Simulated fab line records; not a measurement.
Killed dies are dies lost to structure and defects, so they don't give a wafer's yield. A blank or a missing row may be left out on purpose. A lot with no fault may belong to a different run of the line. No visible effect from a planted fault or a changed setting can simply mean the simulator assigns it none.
Split-lot experiment || flow gf180mcu || 23 wafers read across 5 lots, on a route 602 steps long

## THE SPLIT
At GF_V1_PEB_12 (peb time 90 s), the setting peb_time_s was moved away from the recipe's 90 s on 8 of the 23 wafers read, by -13.4% to +13.6%. This setting was run at the recipe's value on the other wafers.

## FROM THE SPLIT ON TO THE READING: in between, the file shows 1 step
- GF_V1_DEVELOP_13: develop time 60 s

## THE READING
cd_nm at GF_V1_CD_MEAS_14, given in nm (cd target 260 nm). A value of 260.3 nm with a standard deviation of 1.1 nm is what fault-free wafers of this fab line usually give.

{"wafer": "L077.4", "tool, chamber at the split": "litho_track-03, 0", "peb_time_s as run, s": 90, "against the recipe": "recipe", "cd_nm, nm": 259.3, "against lot-mates on the recipe": "-"}
{"wafer": "L077.5", "tool, chamber at the split": "litho_track-03, 0", "peb_time_s as run, s": 90, "against the recipe": "recipe", "cd_nm, nm": 259.7, "against lot-mates on the recipe": "-"}
{"wafer": "L077.6", "tool, chamber at the split": "litho_track-03, 0", "peb_time_s as run, s": 90, "against the recipe": "recipe", "cd_nm, nm": 258.0, "against lot-mates on the recipe": "-"}
{"wafer": "L081.1", "tool, chamber at the split": "litho_track-03, 0", "peb_time_s as run, s": 102.2, "against the recipe": "+13.6%", "cd_nm, nm": 264.9, "against lot-mates on the recipe": "+4.9"}
{"wafer": "L081.2", "tool, chamber at the split": "litho_track-03, 0", "peb_time_s as run, s": 90, "against the recipe": "recipe", "cd_nm, nm": 259.7, "against lot-mates on the recipe": "-"}
{"wafer": "L081.3", "tool, chamber at the split": "litho_track-03, 0", "peb_time_s as run, s": 90, "against the recipe": "recipe", "cd_nm, nm": 260.2, "against lot-mates on the recipe": "-"}
{"wafer": "L081.5", "tool, chamber at the split": "litho_track-03, 0", "peb_time_s as run, s": 102.2, "against the recipe": "+13.6%", "cd_nm, nm": 263.3, "against lot-mates on the recipe": "+3.4"}
{"wafer": "L081.6", "tool, chamber at the split": "litho_track-03, 0", "peb_time_s as run, s": 102.2, "against the recipe": "+13.6%", "cd_nm, nm": 262.5, "against lot-mates on the recipe": "+2.6"}
{"wafer": "L080.1", "tool, chamber at the split": "litho_track-03, 0", "peb_time_s as run, s": 90, "against the recipe": "recipe", "cd_nm, nm": 260.8, "against lot-mates on the recipe": "-"}
{"wafer": "L080.2", "tool, chamber at the split": "litho_track-03, 0", "peb_time_s as run, s": 98.5, "against the recipe": "+9.4%", "cd_nm, nm": 263.4, "against lot-mates on the recipe": "+2.1"}
{"wafer": "L080.3", "tool, chamber at the split": "litho_track-03, 0", "peb_time_s as run, s": 90, "against the recipe": "recipe", "cd_nm, nm": 261.4, "against lot-mates on the recipe": "-"}
{"wafer": "L080.4", "tool, chamber at the split": "litho_track-03, 0", "peb_time_s as run, s": 90, "against the recipe": "recipe", "cd_nm, nm": 261.8, "against lot-mates on the recipe": "-"}
{"wafer": "L080.6", "tool, chamber at the split": "litho_track-03, 0", "peb_time_s as run, s": 98.5, "against the recipe": "+9.4%", "cd_nm, nm": 262.5, "against lot-mates on the recipe": "+1.2"}
{"wafer": "L083.1", "tool, chamber at the split": "litho_track-03, 0", "peb_time_s as run, s": 90, "against the recipe": "recipe", "cd_nm, nm": 259.6, "against lot-mates on the recipe": "-"}
{"wafer": "L083.2", "tool, chamber at the split": "litho_track-03, 0", "peb_time_s as run, s": 90, "against the recipe": "recipe", "cd_nm, nm": 259.8, "against lot-mates on the recipe": "-"}
{"wafer": "L083.3", "tool, chamber at the split": "litho_track-03, 0", "peb_time_s as run, s": 90, "against the recipe": "recipe", "cd_nm, nm": 259.2, "against lot-mates on the recipe": "-"}
{"wafer": "L083.4", "tool, chamber at the split": "litho_track-03, 0", "peb_time_s as run, s": 90, "against the recipe": "recipe", "cd_nm, nm": 259.2, "against lot-mates on the recipe": "-"}
{"wafer": "L083.5", "tool, chamber at the split": "litho_track-03, 0", "peb_time_s as run, s": 90, "against the recipe": "recipe", "cd_nm, nm": 259.3, "against lot-mates on the recipe": "-"}
{"wafer": "L084.1", "tool, chamber at the split": "litho_track-03, 0", "peb_time_s as run, s": 77.98, "against the recipe": "-13.4%", "cd_nm, nm": 257.5, "against lot-mates on the recipe": -3.0}
{"wafer": "L084.2", "tool, chamber at the split": "litho_track-03, 0", "peb_time_s as run, s": 77.98, "against the recipe": "-13.4%", "cd_nm, nm": 257.0, "against lot-mates on the recipe": -3.5}
{"wafer": "L084.3", "tool, chamber at the split": "litho_track-03, 0", "peb_time_s as run, s": 90, "against the recipe": "recipe", "cd_nm, nm": 259.8, "against lot-mates on the recipe": "-"}
{"wafer": "L084.4", "tool, chamber at the split": "litho_track-03, 0", "peb_time_s as run, s": 90, "against the recipe": "recipe", "cd_nm, nm": 261.1, "against lot-mates on the recipe": "-"}
{"wafer": "L084.5", "tool, chamber at the split": "litho_track-03, 0", "peb_time_s as run, s": 77.98, "against the recipe": "-13.4%", "cd_nm, nm": 255.9, "against lot-mates on the recipe": -4.6}

THE FIT
A straight line over all 23 wafers: cd_nm changes by +0.26 nm for each +1% of peb_time_s; r = +0.90; the points scatter about the line by 0.96 nm.
The same after taking each lot's own level away (the mean of its wafers on the recipe; 23 wafers): +0.257 nm for each +1%; r = +0.95; scatter 0.67 nm.
According to that fit, moving peb_time_s by its largest amount changes the reading by 3.5 nm.
The lots' own levels span 259.00 to 261.33 nm, that is 2.1 times the standard deviation above.
The two slopes are in agreement: the lot-to-lot level therefore moves the slope only a little.
Check: +3.08 nm against its lot-mates is what the line predicts for one of the wafers moved furthest among these (+13.6%) when that wafer is left out of the fit. Against them it came out at +4.95 nm.

## FURTHER SPLITS ON THESE WAFERS
These wafers also went through other splits before the reading. Each is held against what the fit with the lots' levels taken away leaves over:
{"other split on the same wafers": "GF_PSD_DEVELOP_06 develop_time_s", "wafers away from the commonest value": 6, "r with cd_nm (lot level and that fit taken away)": -0.14}
{"other split on the same wafers": "GF_SAB_ETCH_11 time_s", "wafers away from the commonest value": 8, "r with cd_nm (lot level and that fit taken away)": "+0.10"}
{"other split on the same wafers": "GF_SALICIDE_SPUTTER_02 time_s", "wafers away from the commonest value": 8, "r with cd_nm (lot level and that fit taken away)": "+0.10"}
{"other split on the same wafers": "GF_M1_COAT_09 resist_thk_nm", "wafers away from the commonest value": 4, "r with cd_nm (lot level and that fit taken away)": "+0.23"}
{"other split on the same wafers": "GF_M1_STRIP_17 power_w", "wafers away from the commonest value": 10, "r with cd_nm (lot level and that fit taken away)": -0.20}

## THE WHOLE CHAIN: every reading that the file lists as answering this split, in the file's order
{"step": "GF_V1_CD_MEAS_14", "what it does": "target cd 260 nm", "reading": "cd_nm", "change (the file's fit)": "+0.251 nm for each +1% of the setting", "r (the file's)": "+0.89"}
{"step": "GF_V1_ETCH_16", "what it does": "etches BARC in N2/H2", "reading": "V1.cd_nm (the simulator's own value, which no gauge read)", "change (the file's fit)": "+0.271 nm for each +1% of the setting", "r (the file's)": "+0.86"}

## THE FILE'S OWN FIT
cd_nm changes by +0.251 nm for each +1% of peb_time_s, r = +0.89.
